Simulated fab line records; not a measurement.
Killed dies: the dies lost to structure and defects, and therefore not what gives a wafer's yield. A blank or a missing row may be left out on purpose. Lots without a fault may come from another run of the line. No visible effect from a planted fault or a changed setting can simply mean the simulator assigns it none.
Comparing a struck lot with a sound one || flow sky130 || 28 out of 708 route steps
Sound: wafers L306.1, L306.2, L306.3. Struck: wafers L321.1, L321.3, L321.4. Last of all comes the cause.
For every step that has rows: the tool of each side, followed by ch and its chambers, followed by its first start. Under that, the readings that differ: sound wafers || struck wafers || difference of the means || sigmas: that difference in standard deviations of wafers without a fault.
alike: same words and numbers on both sides, and readings whose means sit less than 2 such deviations apart. not compared: any withheld reading, any reading some wafer has no value for, any bound like >300 that may hide the same value, and any number with overlapping values for which the record gives no deviation.
Wherever a step has rows on one side only, a row that says differs or no value, or a row with sigmas, the two part there. Non-overlapping numbers with no deviation appear without sigmas and do not part them. Lack of a reading on every wafer of one side parts them only where that side has two or more wafers.

SKY_VIA4_ETCH_12: etches SiO2 in C4F8/O2/Ar, stops on TiN, target depth 580 nm.
  sound on rie diel-04 ch 0,2,3, day 44 09:03; struck on rie diel-02 ch 0,2,3, day 47 18:49
  alike: oes product au
SKY_VIA4_STRIP_13: strips in O2/N2.
  sound on plasma asher-02 ch 0,1, day 44 09:08; struck on plasma asher-04 ch 0,1, day 47 18:53
  alike: drypump motor current A, oes product au, strip time to endpoint s
  not compared: rf hours counter h
then, 5 steps without rows for these wafers: SKY_VIA4_STRIP_14 (strips in post etch residue remover, time 1200 s); SKY_VIA4_CLEAN_15 (cleans in IPA, time 180 s); SKY_VIA4_CLEAN_16 (cleans in O3/DIW); SKY_VIA4_SPUTTER_17 (material TiN, target thk 20 nm, time 80 s); SKY_VIA4_CVD_18 (deposits W, target thk 505 nm, time 152.14 s).
SKY_VIA4_RS_MEAS_19: uses a four-point probe to measure.
  sound on film metro-03, day 44 09:56; struck on film metro-02, day 47 19:42
  alike: VIA4_W_RS
SKY_VIA4_THK_MEAS_20: measures by xrf.
  sound on film metro-03, day 44 10:04; struck on film metro-02, day 47 19:49
{"reading": "VIA4_W_THK (nm)", "sound": "509 497 507", "struck": "531 530 514", "difference": "+21", "sigmas": "+3"}
then, 1 step without rows for these wafers: SKY_VIA4_CMP_21 (polishes, stops on SiO2, t overpolish 25 s, target thk 0 nm).
SKY_METAL5_SPUTTER_00: material Ti, target thk 15 nm, time 10 s.
  sound on pvd sputter-04, day 44 10:25; struck on pvd sputter-03, day 47 20:11
  alike: throttle valve pct
SKY_METAL5_SPUTTER_01: material TiN, target thk 20 nm, time 16.7 s.
  sound on pvd sputter-04, day 44 10:26; struck on pvd sputter-03, day 47 20:12
  alike: throttle valve pct
SKY_METAL5_SPUTTER_02: material AlCu, target thk 1150 nm, time 61.2 s.
  sound on pvd sputter-04, day 44 10:28; struck on pvd sputter-03, day 47 20:14
{"reading": "model.AlCu_of_METAL5_SPUTTER_02.thk nm (nm)", "sound": "1155 1141 1157", "struck": "1612 1605 1612", "difference": "+459", "sigmas": ""}
  alike: throttle valve pct
SKY_METAL5_SPUTTER_03: material Ti, target thk 5 nm, time 3.3 s.
  sound on pvd sputter-04, day 44 10:31; struck on pvd sputter-03, day 47 20:17
  alike: throttle valve pct
then, 1 step without rows for these wafers: SKY_METAL5_SPUTTER_04 (material TiN, target thk 70 nm, time 58.3 s).
SKY_METAL5_RS_MEAS_05: uses a four-point probe to measure.
  sound on film metro-03, day 44 10:35; struck on film metro-04, day 47 20:20
{"reading": "METAL5_ALCU_RS (ohm/sq)", "sound": "0.02698 0.02726 0.02692", "struck": "0.01927 0.01932 0.0193", "difference": -0.00776, "sigmas": -27}
SKY_METAL5_THK_MEAS_06: measures by xrf.
  sound on film metro-03, day 44 10:42; struck on film metro-04, day 47 20:28
{"reading": "METAL5_ALCU_THK (nm)", "sound": "1186 1172 1187", "struck": "1642 1625 1633", "difference": "+452", "sigmas": "+35"}
then, 8 steps without rows for these wafers: SKY_METAL5_DEHYDRATE_07 (time 60 s); SKY_METAL5_HMDS_08 (prime time 60 s); SKY_METAL5_COAT_09 (resist thk 1800 nm); SKY_METAL5_SOFTBAKE_10 (time 60 s); SKY_METAL5_EXPOSE_11 (exposes mask MM5, target cd 1600 nm); SKY_METAL5_PEB_12; SKY_METAL5_DEVELOP_13 (develop time 60 s); SKY_METAL5_DESCUM_14 (chemistry O2, time 11 s).
SKY_METAL5_METAL_ETCH_15: etches the open film in Cl2/BCl3, stops on SiO2, target depth 1260 nm, time 252 s.
  sound on rie metal-02 ch 0,1, day 45 08:52; struck on rie metal-04 ch 0,1, day 48 15:03
{"reading": "oes product au (a.u.)", "sound": "0.893 0.895 0.897", "struck": "0.991 0.993 0.992", "difference": "+0.097", "sigmas": "+18"}
  alike: drypump motor current A, throttle valve pct
  not compared: rf hours counter h
then, 1 step without rows for these wafers: SKY_METAL5_STRIP_16 (strips in O2/N2).
SKY_PAD_OPEN_PROBE_99:
  sound on prober-02, day 47 04:26; struck on prober-01, day 50 04:24
{"reading": "killed_at_M4_up", "sound": "2 6 2", "struck": "406 420 415", "difference": "+410", "sigmas": "+99 or more"}
{"reading": "killed dies", "sound": "78 86 76", "struck": "492 492 492", "difference": "+412", "sigmas": "+46"}
{"reading": "killed on rim", "sound": "10 16 19", "struck": "96 96 96", "difference": "+81", "sigmas": "+25"}
  alike: killed_at_M0_to_M3, killed at contacts, killed at front end, killed at other, killed open, killed short

WHERE THEY PART
Earliest at SKY_VIA4_THK_MEAS_20; latest, in this record, at SKY_PAD_OPEN_PROBE_99.

WHY: whatever the simulator had introduced
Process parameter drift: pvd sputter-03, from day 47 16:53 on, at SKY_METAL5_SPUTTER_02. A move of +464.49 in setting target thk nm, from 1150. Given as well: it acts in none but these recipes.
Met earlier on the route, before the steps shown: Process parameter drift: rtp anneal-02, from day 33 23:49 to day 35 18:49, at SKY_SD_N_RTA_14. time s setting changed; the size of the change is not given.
